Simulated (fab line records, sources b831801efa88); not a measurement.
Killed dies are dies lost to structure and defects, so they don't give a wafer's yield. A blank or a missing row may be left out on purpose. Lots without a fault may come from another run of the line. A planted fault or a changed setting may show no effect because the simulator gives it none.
fab line records | flow sky130
record lots=14 wafers=41 last_day=50
route steps=708 shown METAL3@563 VIA3@574
lots that met no fault: from a run of the same line without faults
start_h: hours from the record's first day to the start of the lot's first wafer shown | wait_h: hours since the lot's step before | " the same as in the row above | L1.1+2: a row that stands for several wafers | - no value, or no start given | * or withheld: withheld | < > ~ a bound
route shown NAME@n: a module of which the file shows steps, and the number in the route of the first | usual: mean/standard deviation of fault-free wafers | same: alike in all rows | chamber/n: place in a boat | sites: the reading at each site | _std_site: their standard deviation | _edge_site: outer sites' mean less inner sites' | radius_mm: how far each site lies from the wafer's centre | mask NAME#n: copy n | behind: the tool/chamber that last shaped the wafer | hold: why the lot was held/for how many hours/how that ended | device: the transistor (n, p or np) that didn't switch | end of line: the same wafers' tests at the end of the route | a step without rows: its recipe alone | killed: dies lost to structure and defects at the first sort, not the wafer's yield | map: a wafer's dies, x killed, . not, _ none there
set.NAME: the setting as run; set.NAME@STEP: as run at that earlier step | model.NAME: the simulator's own value behind a step, which no gauge read
steps of the route over a sample of lots; a table a step, a row a wafer
services: from which hour (start_h, from the record's first day; less than 0 if before it) a tool's chamber was out of use, for how many hours, and why
## steps
# step SKY_METAL3_CD_MEAS_13
# recipe target_cd_nm=300
# usual cd_nm=300.3/1.5
# columns lot.wafer tool chamber start_h wait_h cd_nm
L702.3 cd_sem-01 - 895.82 - 303.6
L702.5 " - " " 301.6
L702.6 " - " " 301.8
L704.2 cd_sem-01 - 912.03 - 299.9
L704.3 " - " " 297.9
L704.5 " - " " 298.7
L706.1 cd_sem-01 - 925.66 - 301.2
L706.2 " - " " 302.1
L706.5 " - " " 303.1
L707.1 cd_sem-02 - 951.41 - 301.8
L707.2 " - " " 301.5
L707.6 " - " " 301.9
L708.2 cd_sem-01 - 955.98 - 299.3
L708.3 " - " " 300.4
L708.6 " - " " 301.0
L709.1 cd_sem-02 - 958.00 - 299.3
L709.4 " - " " 299.8
L709.6 " - " " 299.9
L710.3 cd_sem-01 - 961.14 - 298.2
L710.5 " - " " 298.5
L710.6 " - " " 299.5
L715.1 cd_sem-01 - 1004.78 - 300.6
L715.4 " - " " 300.8
L719.1 cd_sem-01 - 1031.10 - 300.9
L719.3 " - " " 300.9
L719.4 " - " " 301.4
L721.1 cd_sem-01 - 1034.05 - 303.2
L721.2 " - " " 303.2
L721.4 " - " " 301.9
L722.2 cd_sem-01 - 1055.45 - 299.9
L722.3 " - " " 298.0
L722.4 " - " " 298.5
L724.3 cd_sem-02 - 1058.87 - 299.2
L724.4 " - " " 298.4
L724.5 " - " " 299.3
L723.3 cd_sem-01 - 1059.22 - 297.2
L723.4 " - " " 298.2
L723.5 " - " " 298.9
L725.2 cd_sem-01 - 1061.02 - 300.3
L725.3 " - " " 300.5
L725.4 " - " " 301.1
# step SKY_VIA3_THK_MEAS_01
# recipe reads=SiO2_of_VIA3_HDPCVD_00
# usual VIA3_HDPCVD_THK=1634/17
# columns lot.wafer tool chamber start_h wait_h VIA3_HDPCVD_THK[nm]
L702.3 film_metro-02 - 897.12 0.1 1647
L702.5 " - " " 1606
L702.6 " - " " 1653
L704.2 film_metro-02 - 913.30 0.1 1594
L704.3 " - " " 1608
L704.5 " - " " 1610
L706.1 film_metro-02 - 926.90 0.1 1636
L706.2 " - " " 1618
L706.5 " - " " 1635
L707.1 film_metro-02 - 952.75 0.1 1665
L707.2 " - " " 1645
L707.6 " - " " 1622
L708.2 film_metro-03 - 957.22 0.1 1658
L708.3 " - " " 1642
L708.6 " - " " 1636
L709.1 film_metro-02 - 959.27 0.1 1632
L709.4 " - " " 1640
L709.6 " - " " 1639
L710.3 film_metro-04 - 962.36 0.1 1668
L710.5 " - " " 1652
L710.6 " - " " 1662
L715.1 film_metro-02 - 1006.07 0.1 1658
L715.4 " - " " 1628
L719.1 film_metro-03 - 1032.38 0.1 1625
L719.3 " - " " 1643
L719.4 " - " " 1641
L721.1 film_metro-04 - 1035.42 0.1 1620
L721.2 " - " " 1623
L721.4 " - " " 1605
L722.2 film_metro-04 - 1056.69 0.1 1622
L722.3 " - " " 1649
L722.4 " - " " 1632
L724.3 film_metro-02 - 1060.14 0.1 1666
L724.4 " - " " 1644
L724.5 " - " " 1645
L723.3 film_metro-02 - 1060.45 0.1 1630
L723.4 " - " " 1645
L723.5 " - " " 1623
L725.2 film_metro-04 - 1062.26 0.1 1664
L725.3 " - " " 1618
L725.4 " - " " 1629
# step SKY_VIA3_BOW_MEAS_03
# recipe mode=bow
# usual VIA3_BOW=80/8
# columns lot.wafer tool chamber start_h wait_h VIA3_BOW[um]
L702.3 film_metro-04 - 897.50 0.1 84
L702.5 " - " " 74
L702.6 " - " " 86
L704.2 film_metro-04 - 913.67 0.1 74
L704.3 " - " " 81
L704.5 " - " " 94
L706.1 film_metro-03 - 927.26 0.1 79
L706.2 " - " " 72
L706.5 " - " " 90
L707.1 film_metro-02 - 953.32 0.1 84
L707.2 " - " " 70
L707.6 " - " " 93
L708.2 film_metro-03 - 957.59 0.2 86
L708.3 " - " " 85
L708.6 " - " " 91
L709.1 film_metro-03 - 959.63 0.2 80
L709.4 " - " " 66
L709.6 " - " " 75
L710.3 film_metro-02 - 962.74 0.3 76
L710.5 " - " " 75
L710.6 " - " " 79
L715.1 film_metro-03 - 1006.43 0.2 78
L715.4 " - " " 64
L719.1 film_metro-02 - 1032.74 0.2 81
L719.3 " - " " 79
L719.4 " - " " 79
L721.1 film_metro-03 - 1035.78 0.1 78
L721.2 " - " " 88
L721.4 " - " " 95
L722.2 film_metro-03 - 1057.06 0.2 88
L722.3 " - " " 92
L722.4 " - " " 81
L724.3 film_metro-03 - 1060.97 0.3 72
L724.4 " - " " 59
L724.5 " - " " 77
L723.3 film_metro-02 - 1061.27 0.1 77
L723.4 " - " " 74
L723.5 " - " " 87
L725.2 film_metro-04 - 1062.63 0.2 86
L725.3 " - " " 77
L725.4 " - " " 70
# step SKY_VIA3_EXPOSE_09
# recipe mask_id=VIM3 na=0.8 source_shape=annular sigma_inner=0.55 sigma_outer=0.85 target_cd_nm=200 dose_mj=38
# usual exposure_dose_mJ_cm2=37.89/0.042 focus_offset_nm=-0.1/0.59
# columns lot.wafer tool chamber start_h wait_h mask exposure_dose_mJ_cm2 focus_offset_nm
L702.3 krf_scanner-01 0 910.31 - VIM3#0 37.87 0.3
L702.5 " 0 " " VIM3#0 37.82 -0.3
L702.6 " 0 " " VIM3#0 37.89 -0.2
L704.2 krf_scanner-02 0 926.79 - VIM3#0 37.95 0.0
L704.3 " 0 " " VIM3#0 37.97 -0.2
L704.5 " 0 " " VIM3#0 37.96 1.1
L706.1 krf_scanner-01 0 940.05 - VIM3#0 37.89 -0.1
L706.2 " 0 " " VIM3#0 37.91 -0.9
L706.5 " 0 " " VIM3#0 37.90 -0.8
L707.1 krf_scanner-02 0 965.15 - VIM3#0 37.95 0.0
L707.2 " 0 " " VIM3#0 37.90 0.9
L707.6 " 0 " " VIM3#0 37.94 0.9
L708.2 krf_scanner-01 0 969.17 - VIM3#0 37.95 0.2
L708.3 " 0 " " VIM3#0 37.90 -0.2
L708.6 " 0 " " VIM3#0 37.91 0.5
L709.1 krf_scanner-01 - 971.50 - VIM3#0 - -
L709.4 " - " " VIM3#0 - -
L709.6 " - " " VIM3#0 - -
L710.3 krf_scanner-01 - 975.52 - VIM3#0 - -
L710.5 " - " " VIM3#0 - -
L710.6 " - " " VIM3#0 - -
L715.1 krf_scanner-01 0 1017.53 - VIM3#0 37.90 -0.7
L715.4 " 0 " " VIM3#0 37.91 -0.9
L719.1 krf_scanner-01 0 1044.28 - VIM3#0 37.77 0.6
L719.3 " 0 " " VIM3#0 37.84 0.2
L719.4 " 0 " " VIM3#0 37.83 -0.6
L721.1 krf_scanner-01 0 1049.35 - VIM3#0 37.88 0.4
L721.2 " 0 " " VIM3#0 37.95 -0.2
L721.4 " 0 " " VIM3#0 37.86 -0.1
L722.2 krf_scanner-01 0 1068.00 - VIM3#0 37.92 -0.1
L722.3 " 0 " " VIM3#0 37.94 -0.6
L722.4 " 0 " " VIM3#0 37.93 -1.6
L724.3 krf_scanner-01 0 1072.09 - VIM3#0 37.92 0.2
L724.4 " 0 " " VIM3#0 37.92 0.4
L724.5 " 0 " " VIM3#0 37.87 -0.4
L723.3 krf_scanner-01 0 1072.21 - VIM3#0 37.91 -1.2
L723.4 " 0 " " VIM3#0 37.88 -0.2
L723.5 " 0 " " VIM3#0 37.92 -1.2
L725.2 krf_scanner-01 0 1074.40 - VIM3#0 37.85 0.1
L725.3 " 0 " " VIM3#0 37.85 -0.5
L725.4 " 0 " " VIM3#0 37.84 -0.3
## services
# columns tool chamber start_h hours kind
krf_scanner-02 - 893.71 1.3 pm
krf_scanner-02 - 896.25 1.3 repair
krf_scanner-02 - 907.87 4.0 pm
krf_scanner-02 - 914.46 0.8 pm
krf_scanner-01 - 923.14 1.3 pm
krf_scanner-01 - 935.48 0.8 pm
krf_scanner-01 - 959.28 1.5 pm
krf_scanner-02 - 966.19 1.0 pm
krf_scanner-01 - 988.97 4.8 repair
krf_scanner-02 - 990.41 0.6 repair
krf_scanner-02 - 993.52 82.4 repair
krf_scanner-02 0 1002.05 - calibration
krf_scanner-01 - 1044.40 4.0 pm
krf_scanner-01 0 1045.57 - calibration
krf_scanner-01 - 1049.82 1.0 pm
krf_scanner-01 - 1053.73 0.4 repair
## key
first_sign step=SKY_VIA3_EXPOSE_09 reading=tool_record direction=missing
effect none on later readings
met_at SKY_VIA3_EXPOSE_09
struck_lots L709,L710
later_rows_left_out L709.1,L709.4,L709.6,L710.3,L710.5,L710.6
sort_left_out L709.1,L709.4,L709.6,L710.3,L710.5,L710.6
not_acting_at SKY_METAL3_CD_MEAS_13,SKY_VIA3_THK_MEAS_01,SKY_VIA3_BOW_MEAS_03
onset_between 969.17 971.50
fault kind=skipped_step_whole tool=krf_scanner-01 chamber=- onset_h=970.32 steps=SKY_VIA3_EXPOSE_09 scope=struck_lots_only
# sort_left_out: the simulated sort isn't trusted on such a fault, so these wafers' sort isn't shown, and their yield isn't known
# later_rows_left_out: the simulator's readings of these wafers behind a module that went badly wrong aren't trusted and aren't shown, but for the sort
